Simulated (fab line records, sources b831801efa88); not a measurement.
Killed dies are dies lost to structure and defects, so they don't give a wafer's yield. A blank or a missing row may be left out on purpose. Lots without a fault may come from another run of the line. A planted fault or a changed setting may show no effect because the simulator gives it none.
Tool commonality check | flow gf180mcu | 13 lots, 39 wafers sampled

WHY IT WAS OPENED
At GF_MVSD_TW_MEAS_11 the reading MVSD_TW is flagged on 1 of 13 lots. Wafers without a fault read 1568, standard deviation 13.
Rule: a lot is flagged when every wafer of it that has a number lies more than 4 standard deviations from that mean, or none has a number. The other lots count as sound.

lot  | measured    | on            | MVSD_TW, wafer by wafer | flag
L520 | day 4 16:23 | film_metro-01 | 1585 1581 1582          |
L521 | day 4 22:19 | film_metro-01 | 1594 1586 1584          |
L522 | day 5 02:20 | film_metro-04 | 1560 1555 1562          |
L524 | day 5 14:49 | film_metro-01 | 1573 1578 1580          |
L525 | day 5 20:29 | film_metro-01 | 1581 1585 1570          |
L528 | day 6 16:25 | film_metro-03 | 30 29 30                | FLAGGED
L535 | day 8 07:29 | film_metro-01 | 1582 1588 1583          |
L536 | day 8 14:29 | film_metro-03 | 1561 1561 1565          |
L537 | day 8 18:40 | film_metro-03 | 1561 1566 1557          |
L538 | day 9 01:03 | film_metro-04 | 1572 1560 1571          |
L539 | day 9 09:07 | film_metro-01 | 1593 1590 1591          |
L541 | day 9 19:40 | film_metro-03 | 1553 1557 1568          |
L542 | day 9 23:34 | film_metro-01 | 1592 1585 1587          |
The numbers of the flagged lots are 30 on average: -1538 against the usual, or -99 or more standard deviations.

WHICH TOOL RAN EACH LOT
The record holds 3 process steps before the reading, out of a route of 602 steps. In each cell: the tool, then ch and the chambers that the sampled wafers went through, then the start.
lot  | flag    | GF_NWELL_STRIP_10                   | GF_LVPWELL_STRIP_10                 | GF_MVSD_STRIP_10
L520 |         | plasma_asher-02 ch 0,1, day 3 12:55 | plasma_asher-04 ch 0,1, day 4 02:23 | plasma_asher-04 ch 0,1, day 4 16:17
L521 |         | plasma_asher-02 ch 0, day 3 19:04   | plasma_asher-04 ch 0,1, day 4 08:16 | plasma_asher-02 ch 0,1, day 4 22:13
L522 |         | plasma_asher-03 ch 0,1, day 3 22:46 | plasma_asher-01 ch 0,1, day 4 12:04 | plasma_asher-04 ch 0,1, day 5 02:14
L524 |         | plasma_asher-01 ch 0,1, day 4 10:13 | plasma_asher-04 ch 0,1, day 5 00:34 | plasma_asher-04 ch 0,1, day 5 14:43
L525 |         | plasma_asher-01 ch 0,1, day 4 15:55 | plasma_asher-01 ch 0,1, day 5 05:41 | plasma_asher-02 ch 0,1, day 5 20:23
L528 | FLAGGED | plasma_asher-01 ch 0,1, day 5 10:25 | plasma_asher-01 ch 0,1, day 6 01:07 | plasma_asher-01 ch 0,1, day 6 16:19
L535 |         | plasma_asher-01 ch 1, day 6 23:13   | plasma_asher-04 ch 0, day 7 15:25   | plasma_asher-04 ch 0,1, day 8 07:23
L536 |         | plasma_asher-03 ch 0,1, day 7 05:52 | plasma_asher-04 ch 0, day 7 21:58   | plasma_asher-02 ch 0, day 8 14:23
L537 |         | plasma_asher-03 ch 0, day 7 09:19   | plasma_asher-04 ch 0,1, day 8 01:28 | plasma_asher-01 ch 1, day 8 18:34
L538 |         | plasma_asher-01 ch 0,1, day 7 16:04 | plasma_asher-04 ch 0,1, day 8 08:44 | plasma_asher-04 ch 0,1, day 9 00:57
L539 |         | plasma_asher-02 ch 0,1, day 7 23:49 | plasma_asher-01 ch 0,1, day 8 16:01 | plasma_asher-02 ch 0,1, day 9 09:01
L541 |         | plasma_asher-02 ch 0,1, day 8 08:49 | plasma_asher-04 ch 0,1, day 9 01:49 | plasma_asher-04 ch 0,1, day 9 19:34
L542 |         | plasma_asher-01 ch 0,1, day 8 13:01 | plasma_asher-01 ch 0,1, day 9 06:04 | plasma_asher-04 ch 0,1, day 9 23:28
What these steps do:
- GF_NWELL_STRIP_10: strips in O2/N2.
- GF_LVPWELL_STRIP_10: strips in O2/N2.
- GF_MVSD_STRIP_10: strips in O2/N2.
- GF_MVSD_TW_MEAS_11

FLAGGED OVER TOTAL, TOOL BY TOOL (the gauges that took the reading come last)
step                | tool            | lots run | flagged | share of the flagged lots | sound lots run after its first flagged lot
GF_NWELL_STRIP_10   | plasma_asher-01 | 6        | 1       | all                       | 3 (L535,L538,L542)
GF_NWELL_STRIP_10   | plasma_asher-02 | 4        | 0       | none                      | -
GF_NWELL_STRIP_10   | plasma_asher-03 | 3        | 0       | none                      | -
GF_LVPWELL_STRIP_10 | plasma_asher-01 | 5        | 1       | all                       | 2 (L539,L542)
GF_LVPWELL_STRIP_10 | plasma_asher-04 | 8        | 0       | none                      | -
GF_MVSD_STRIP_10    | plasma_asher-01 | 2        | 1       | all                       | 1 (L537)
GF_MVSD_STRIP_10    | plasma_asher-02 | 4        | 0       | none                      | -
GF_MVSD_STRIP_10    | plasma_asher-04 | 7        | 0       | none                      | -
GF_MVSD_TW_MEAS_11  | film_metro-01   | 7        | 0       | none                      | -
GF_MVSD_TW_MEAS_11  | film_metro-03   | 4        | 1       | all                       | 3 (L536,L537,L541)
GF_MVSD_TW_MEAS_11  | film_metro-04   | 2        | 0       | none                      | -

WHAT THE TABLE ALLOWS
4 rows of the table ran every flagged lot: plasma_asher-01 at GF_NWELL_STRIP_10, plasma_asher-01 at GF_LVPWELL_STRIP_10, plasma_asher-01 at GF_MVSD_STRIP_10, film_metro-03 at GF_MVSD_TW_MEAS_11.
- plasma_asher-01 at GF_NWELL_STRIP_10: 1 of its 6 lots flagged. Sound lots ran on it after the first flagged one (L535, L538, L542), which a lasting fault on the whole tool wouldn't allow.
- plasma_asher-01 at GF_LVPWELL_STRIP_10: 1 of its 5 lots flagged. Sound lots ran on it after the first flagged one (L539, L542), which a lasting fault on the whole tool wouldn't allow. Its own readings lie more than 4 standard deviations out on every wafer of the flagged lots: oes_product_au.
- plasma_asher-01 at GF_MVSD_STRIP_10: 1 of its 2 lots flagged. Sound lots ran on it after the first flagged one (L537), which a lasting fault on the whole tool wouldn't allow. Its own readings lie more than 4 standard deviations out on every wafer of the flagged lots: strip_time_to_endpoint_s.
- film_metro-03 at GF_MVSD_TW_MEAS_11: 1 of its 4 lots flagged. Sound lots ran on it after the first flagged one (L536, L537, L541), which a lasting fault on the whole tool wouldn't allow.
No row of the table ran every flagged lot and no sound lot after the first.

WHAT THE SIMULATOR HAD PUT IN
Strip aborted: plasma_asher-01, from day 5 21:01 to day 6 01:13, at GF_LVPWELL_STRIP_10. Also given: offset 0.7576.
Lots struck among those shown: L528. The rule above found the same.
